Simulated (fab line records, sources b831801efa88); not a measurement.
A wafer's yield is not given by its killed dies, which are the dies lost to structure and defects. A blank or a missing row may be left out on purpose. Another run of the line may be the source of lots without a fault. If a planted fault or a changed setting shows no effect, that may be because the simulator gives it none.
Which of the tools did it?	flow gf180mcu	11 lots, 33 wafers sampled, at 7 steps of a route of 602

WHAT THE GAUGES READ, wafer by wafer
GF_POLY_GATE_CD_MEAS_18.
lot	measured	on	cd nm (nm)
L580	day 10 05:24	cd sem-02	275.5 277.4 278.0
L582	day 10 18:59	cd sem-02	281.0 281.6 283.1
L583	day 11 05:31	cd sem-01	276.0 278.6 276.2
L584	day 11 11:07	cd sem-01	279.3 279.9 280.5
L585	day 11 16:10	cd sem-01	280.6 280.1 281.5
L586	day 11 21:01	cd sem-02	278.9 280.3 277.7
L595	day 14 16:05	cd sem-02	279.8 277.4 278.6
L597	day 15 03:59	cd sem-02	278.5 280.4 282.6
L598	day 15 11:49	cd sem-02	283.9 280.3 279.2
L599	day 16 07:14	cd sem-01	281.0 283.7 281.6
L600	day 16 09:37	cd sem-02	277.7 280.5 278.1

GF_HV_LDD_OVL_MEAS_20.
lot	measured	on	HV_LDD_01_OVL (nm)
L580	day 11 18:06	overlay-01	2.0 2.1 0.1
L582	day 12 08:49	overlay-02	0.7 -0.7 -2.3
L583	day 12 20:21	overlay-02	1.0 1.5 1.4
L584	day 13 01:28	overlay-02	1.4 -0.5 0.1
L585	day 13 07:19	overlay-02	-0.7 1.6 1.0
L586	day 13 12:05	overlay-02	1.3 4.2 3.5
L595	day 16 12:07	overlay-02	1.8 1.3 1.9
L597	day 17 00:07	overlay-02	-0.6 -1.4 -0.3
L598	day 17 08:58	overlay-02	0.9 -0.6 -0.1
L599	day 18 04:37	overlay-01	0.8 3.1 2.2
L600	day 18 07:58	overlay-01	0.8 -2.1 1.6

GF_PSD_TW_MEAS_11.
lot	measured	on	PSD_TW
L580	day 15 07:55	film metro-04	3117 3131 3127
L582	day 16 02:18	film metro-04	3146 3150 3159
L583	day 16 13:14	film metro-02	3246 3239 3254
L584	day 16 19:22	film metro-04	3171 3144 3164
L585	day 17 02:30	film metro-02	3373 3394 3414
L586	day 17 08:02	film metro-01	3374 3344 3344
L595	day 20 15:22	film metro-04	3111 3142 3117
L597	day 21 04:25	film metro-01	3130 3119 3129
L598	day 21 13:40	film metro-04	3117 3117 3097
L599	day 22 09:44	film metro-01	3137 3136 3141
L600	day 22 13:06	film metro-02	3196 3181 3200

GF_PSD_RS_MEAS_15: uses a four-point probe to measure.
lot	measured	on	PSD_RS (ohm/sq)
L580	day 15 08:13	film metro-02	108.40 108.80 108.56
L582	day 16 02:38	film metro-01	108.37 108.27 108.13
L583	day 16 13:34	film metro-02	108.26 108.09 108.08
L584	day 16 19:41	film metro-01	108.27 108.76 108.45
L585	day 17 02:49	film metro-01	100.23 100.34 100.33
L586	day 17 08:23	film metro-04	99.80 100.01 100.20
L595	day 20 15:40	film metro-02	108.18 108.44 108.25
L597	day 21 04:43	film metro-04	108.65 108.85 108.62
L598	day 21 14:02	film metro-02	108.46 108.40 108.49
L599	day 22 10:07	film metro-01	108.65 108.56 108.93
L600	day 22 13:26	film metro-02	108.60 108.20 108.31

EACH LOT AND THE TOOL THAT RAN IT (in order: tool; ch and the chambers of the sampled wafers; start)
lot	GF_HV_LDD_STRIP_37	GF_PSD_IMPLANT_09	GF_PSD_STRIP_10
L580	plasma asher-03 ch 0,1, day 12 14:41	implanter-01 ch 0, day 15 07:40	plasma asher-02 ch 0,1, day 15 07:49
L582	plasma asher-01 ch 1, day 13 05:49	implanter-01 ch 0, day 16 02:04	plasma asher-02 ch 0,1, day 16 02:11
L583	plasma asher-04 ch 0,1, day 13 17:44	implanter-01 ch 0, day 16 13:01	plasma asher-02 ch 0,1, day 16 13:08
L584	plasma asher-01 ch 1, day 13 22:25	implanter-02 ch 0, day 16 19:08	plasma asher-01 ch 0,1, day 16 19:15
L585	plasma asher-01 ch 0,1, day 14 05:05	implanter-01 ch 0, day 17 02:15	plasma asher-01 ch 0,1, day 17 02:24
L586	plasma asher-03 ch 0,1, day 14 09:02	implanter-01 ch 0, day 17 07:50	plasma asher-02 ch 0,1, day 17 07:56
L595	plasma asher-04 ch 0,1, day 17 11:27	implanter-04 ch 0, day 20 15:07	plasma asher-03 ch 0,1, day 20 15:16
L597	plasma asher-03 ch 0,1, day 18 00:38	implanter-01 ch 0, day 21 04:10	plasma asher-01 ch 0,1, day 21 04:19
L598	plasma asher-03 ch 0,1, day 18 09:11	implanter-04 ch 0, day 21 13:26	plasma asher-01 ch 0,1, day 21 13:33
L599	plasma asher-04 ch 0, day 19 05:35	implanter-04 ch 0, day 22 09:29	plasma asher-03 ch 0,1, day 22 09:38
L600	plasma asher-01 ch 0,1, day 19 08:59	implanter-04 ch 0, day 22 12:52	plasma asher-01 ch 0,1, day 22 12:59
- GF_HV_LDD_STRIP_37: strips in O2/N2.
- GF_PSD_IMPLANT_09
- GF_PSD_STRIP_10: strips in O2/N2.

AS READ BY THE TOOLS THEMSELVES (means over the sampled wafers that have a number; for cases with no such wafer, the mark the record gives instead)
GF_HV_LDD_STRIP_37.
lot	tool	drypump motor current A (A)	heater power w (W)	oes product au (a.u.)	strip time to endpoint s (s)
L580	plasma asher-03	5.6	335	0.714	12.616
L582	plasma asher-01	5.8	308	0.718	12.641
L583	plasma asher-04	5.6	298	0.710	12.638
L584	plasma asher-01	5.8	303	0.719	12.655
L585	plasma asher-01	6.1	328	0.717	12.651
L586	plasma asher-03	5.6	334	0.718	12.632
L595	plasma asher-04	5.6	295	0.717	12.635
L597	plasma asher-03	5.7	330	0.716	12.619
L598	plasma asher-03	5.7	332	0.715	12.608
L599	plasma asher-04	5.2	316	0.719	12.630
L600	plasma asher-01	6.0	330	0.718	12.648

GF_PSD_IMPLANT_09.
lot	tool	beam energy keV
L580	implanter-01	39.995
L582	implanter-01	40.006
L583	implanter-01	39.997
L584	implanter-02	40.004
L585	implanter-01	48.942
L586	implanter-01	48.939
L595	implanter-04	39.993
L597	implanter-01	40.005
L598	implanter-04	40.004
L599	implanter-04	40.006
L600	implanter-04	39.979

GF_PSD_STRIP_10.
lot	tool	drypump motor current A (A)	heater power w (W)	oes product au (a.u.)	strip time to endpoint s (s)
L580	plasma asher-02	5.5	367	0.589	16.54
L582	plasma asher-02	5.6	337	0.600	16.54
L583	plasma asher-02	5.6	340	0.591	16.59
L584	plasma asher-01	6.3	350	0.589	16.52
L585	plasma asher-01	6.0	330	0.571	17.37
L586	plasma asher-02	5.6	340	0.574	17.42
L595	plasma asher-03	5.7	340	0.590	16.52
L597	plasma asher-01	6.1	328	0.587	16.50
L598	plasma asher-01	6.3	351	0.593	16.48
L599	plasma asher-03	5.7	328	0.587	16.53
L600	plasma asher-01	6.0	329	0.590	16.51

THE ANSWER, worked out from the rows above alone
Rule: what is usual is taken from the lots themselves. The widest of any qualifying gaps counts: lots, ordered by their means at a reading, are off when they make up no more than a third of the lots, leave a main group of 4 or more, and stand apart from it by 3 or more times the standard deviation of that group's means. A main group is skipped when, at the precision printed for the reading in the tables above, its means are all equal. Also off: a lot with no number at a reading for which 4 or more lots have one. All remaining lots with rows at the step are treated as sound. Order of review: gauges by route order, followed by the tools' own readings, for which a lot's mean as printed above is used. The first step at which some lot is off is used, and at that step the reading that is off furthest; a lot without a number counts as furthest.
Off: L585, L586, seen at GF_PSD_RS_MEAS_15 (PSD_RS). For the main group the mean is 108.45 ohm/sq and the standard deviation 0.19.
If a tool, at a process step before that reading, ran all the lots that are off and no sound lot after the first of them, it fits. Not tried: the gauges at GF_PSD_RS_MEAS_15; whatever is off there is also off at GF_PSD_IMPLANT_09, on other tools, and gauge error can't account for it. Not one of the candidates tried fits.

WHAT THE SIMULATOR PUT IN
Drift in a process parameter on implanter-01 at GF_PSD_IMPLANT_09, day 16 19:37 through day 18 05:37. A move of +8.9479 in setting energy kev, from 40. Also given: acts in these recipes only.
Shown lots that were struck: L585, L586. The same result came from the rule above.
